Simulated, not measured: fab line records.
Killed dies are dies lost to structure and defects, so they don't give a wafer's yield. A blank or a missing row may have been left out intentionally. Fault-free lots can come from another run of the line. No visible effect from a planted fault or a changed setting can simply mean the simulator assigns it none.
Matching of chambers -- flow sky130 -- 4 sister chambers for SKY_LI_CONTACT_ETCH_15 on rie-diel-04
The step etches PSG in C4F8/O2/Ar, stops on Si, target depth 600 nm. 8 wafers are shown with their chamber, then 9 later ones without.

WAFERS WITH THEIR CHAMBER
wafer,chamber,oes-product-au (a.u.)
L089.1,2,0.832
L089.2,0,0.830
L089.4,3,0.832
L089.5,1,0.831
L089.6,2,0.831
L091.1,1,0.840
L091.2,3,0.842
L091.3,0,0.838

WAFERS WHOSE CHAMBER IS MISSING
wafer,oes-product-au (a.u.)
L091.4,0.823
L091.5,0.839
L091.6,0.835
L094.3,0.830
L094.4,0.837
L094.5,0.841
L096.1,0.840
L096.3,0.836
L096.6,0.833

EACH ONE'S CHAMBER
wafer,from the rows above,in truth
L091.4,can't be placed: 2 or 0 or 1 or 3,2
L091.5,can't be placed: 3 or 1 or 0 or 2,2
L091.6,can't be placed: 1 or 0 or 3 or 2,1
L094.3,can't be placed: 2 or 0 or 1 or 3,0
L094.4,can't be placed: 3 or 1 or 0 or 2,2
L094.5,can't be placed: 3 or 1 or 0 or 2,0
L096.1,can't be placed: 3 or 1 or 0 or 2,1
L096.3,can't be placed: 1 or 3 or 0 or 2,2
L096.6,can't be placed: 0 or 2 or 1 or 3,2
Placed correctly: 0 of 9. Not placeable from these rows: 9 (in 9, the candidates include the true chamber). 0 placed wrongly.
How it was worked out, from the rows above alone: a wafer's distance from a chamber is the root of the sum, over the readings, of the square of ((its reading less the chamber's mean) divided by the reading's scatter). The wafer belongs to the nearest chamber; if the next one is less than 2 further off, it can't be placed. Each chamber's mean is taken over the wafers shown for it. The scatter: the root of (the sum of the squares of (reading less its chamber's mean) over the shown wafers, divided by (wafers less chambers)).
